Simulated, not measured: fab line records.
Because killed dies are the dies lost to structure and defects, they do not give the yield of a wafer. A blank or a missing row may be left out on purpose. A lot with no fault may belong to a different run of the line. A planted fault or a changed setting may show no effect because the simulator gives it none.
Struck lot and sound lot, side by side | flow sky130 | 35 out of 708 route steps
Sound: these wafers, L491.3, L491.4, L491.6. Wafers struck: L498.1, L498.2, L498.4. Last of all comes the cause.
Order at every step that has rows: each side's tool, ch and its chambers, its first start. Under that, the readings that differ: sound wafers | struck wafers | difference of the means | sigmas: that difference in standard deviations of wafers without a fault.
alike: same words and numbers on both sides, and readings whose means sit less than 2 such deviations apart. not compared: any withheld reading, any reading some wafer has no value for, any bound like >300 that may hide the same value, and any number with overlapping values for which the record gives no deviation.
A row with sigmas, a row that says differs or no value, or rows on one side alone: a step with any of these is where the two part. Numbers that don't overlap but have no deviation are shown without sigmas and don't part them. Lack of a reading on every wafer of one side parts them only where that side has two or more wafers.

first, 9 steps without rows for these wafers: SKY_METAL2_DEVELOP_14 (develop time 60 s); SKY_METAL2_DESCUM_17 (chemistry O2, time 8 s); SKY_METAL2_ETCH_18 (etches BARC in N2/H2, stops on SiO2, time 45.9 s, target depth 60 nm); SKY_METAL2_METAL_ETCH_19 (etches the open film in Cl2/BCl3, stops on SiO2, target depth 360 nm, time 78 s); SKY_METAL2_STRIP_20 (strips in O2/N2); SKY_METAL2_STRIP_21 (strips in post etch residue remover, time 1200 s); SKY_METAL2_CLEAN_22 (cleans in IPA, time 180 s); SKY_METAL2_CLEAN_23 (cleans in O3/DIW); SKY_VIA2_HDPCVD_00 (deposits SiO2, target thk 1180 nm, time 196.7 s).
SKY_VIA2_CMP_02: polishes SiO2.
  sound on cmp-01 ch 0,2,3, day 37 20:01; struck on cmp-01 ch 1,2,3, day 39 12:47
  reading                                  | sound             | struck            | difference | sigmas
  model.SiO2_of_VIA2_HDPCVD_00.thk nm (nm) | 494.2 495.4 493.6 | 545.2 543.9 544.7 | +50.2      |
  alike: motor current A, slurry filter dp kPa
then, 9 steps without rows for these wafers: SKY_VIA2_DEHYDRATE_04 (time 60 s); SKY_VIA2_HMDS_05 (prime time 60 s); SKY_VIA2_COAT_06 (resist thk 60 nm); SKY_VIA2_COAT_07 (resist thk 450 nm); SKY_VIA2_SOFTBAKE_08 (time 90 s); SKY_VIA2_EXPOSE_09 (exposes mask VIM2, target cd 200 nm); SKY_VIA2_PEB_10; SKY_VIA2_DEVELOP_11 (develop time 60 s); SKY_VIA2_ETCH_14 (etches BARC in N2/H2, stops on SiO2, time 45.9 s, target depth 60 nm).
SKY_VIA2_ETCH_15: etches SiO2 in C4F8/O2/Ar, stops on TiN, target depth 546 nm, time 84 s.
  sound on rie diel-01 ch 1,2,3, day 38 21:32; struck on rie diel-02 ch 1,2,3, day 40 13:50
  reading                          | sound             | struck            | difference | sigmas
  oes product au (a.u.)            | 0.945 0.941 0.932 | 0.990 0.996 0.994 | +0.054     | +12
  model.VIA2.feature depth nm (nm) | 494.2 495.4 493.6 | 545.2 543.9 544.7 | +50.2      |
  model.etch.depth nm (nm)         | 494.2 495.4 493.6 | 545.2 543.9 544.7 | +50.2      |
  not compared: rf hours counter h
then, 13 steps without rows for these wafers: SKY_VIA2_STRIP_16 (strips in O2/N2); SKY_VIA2_STRIP_17 (strips in post etch residue remover, time 1200 s); SKY_VIA2_CLEAN_18 (cleans in IPA, time 180 s); SKY_VIA2_CLEAN_19 (cleans in O3/DIW); SKY_VIA2_SPUTTER_20 (material TiN, target thk 20 nm, time 80 s); SKY_VIA2_CVD_21 (deposits W, target thk 420 nm, time 126.4 s); SKY_VIA2_CMP_24 (polishes, stops on SiO2, t overpolish 20 s, target thk 0 nm); SKY_METAL3_SPUTTER_00 (material Ti, target thk 15 nm, time 10 s); SKY_METAL3_SPUTTER_01 (material TiN, target thk 20 nm, time 16.7 s); SKY_METAL3_SPUTTER_02 (material AlCu, target thk 735 nm, time 39.1 s); SKY_METAL3_SPUTTER_03 (material Ti, target thk 5 nm, time 3.3 s); SKY_METAL3_SPUTTER_04 (material TiN, target thk 70 nm, time 58.3 s); SKY_CAPM_CVD_00 (deposits SiO2, target thk 15.5 nm).
-- the record jumps here: 2 days lie between the struck wafers' starts before and after (it left off in module CAPM and takes up again in module METAL3, whose first step shown is number 532 of the route) --
SKY_METAL3_METAL_ETCH_18: etches the open film in Cl2/BCl3, stops on SiO2, target depth 845 nm, time 183.1 s.
  sound on rie metal-01 ch 0,1, day 41 01:31; struck on rie metal-04 ch 0,1, day 42 15:42
  reading                                  | sound             | struck            | difference | sigmas
  model.SiO2_of_VIA2_HDPCVD_00.thk nm (nm) | 463.6 465.2 463.6 | 515.6 514.6 514.9 | +50.9      |
  alike: drypump motor current A, oes product au, throttle valve pct
  not compared: rf hours counter h
-- the record jumps here: 7 days lie between the struck wafers' starts before and after (it left off in module METAL3 and takes up again in module PAD_OPEN, whose first step shown is number 708 of the route) --
SKY_PAD_OPEN_PROBE_99:
  sound on prober-01, day 47 19:52; struck on prober-02, day 49 03:49
  reading                               | sound             | struck            | difference | sigmas
  killed at front end                   | 22 29 19          | 10 9 17           | -11        | -2
  model.etest.tip n.rs ohm sq           | 439.9 438.9 446.4 | 385.5 385.1 384.8 | -56.6      |
  model.etest.nfet_01v8_lvt.drive ua um | 601.2 580.7 575.3 | 601.4 615 612.1   | +23.8      |
  model.etest.res ndiff.rs ohm sq       | 121.4 121.5 121.2 | 117.4 117.6 117.7 | -3.8       |
  alike: killed_at_M0_to_M3, killed_at_M4_up, killed at contacts, killed at other, killed dies, killed open, killed short
  not compared: model.etest.nfet_01v8_turned.drive ua um, model.etest.nfet_01v8.drive ua um, model.etest.sram nfet pass.drive ua um, model.etest.nfet_01v8_swapped.drive ua um, model.etest.nfet_01v8.r on ohm um

WHERE THEY PART
Last at SKY_PAD_OPEN_PROBE_99 as far as this record goes, first at SKY_VIA2_ETCH_15.

WHY: whatever the simulator had introduced
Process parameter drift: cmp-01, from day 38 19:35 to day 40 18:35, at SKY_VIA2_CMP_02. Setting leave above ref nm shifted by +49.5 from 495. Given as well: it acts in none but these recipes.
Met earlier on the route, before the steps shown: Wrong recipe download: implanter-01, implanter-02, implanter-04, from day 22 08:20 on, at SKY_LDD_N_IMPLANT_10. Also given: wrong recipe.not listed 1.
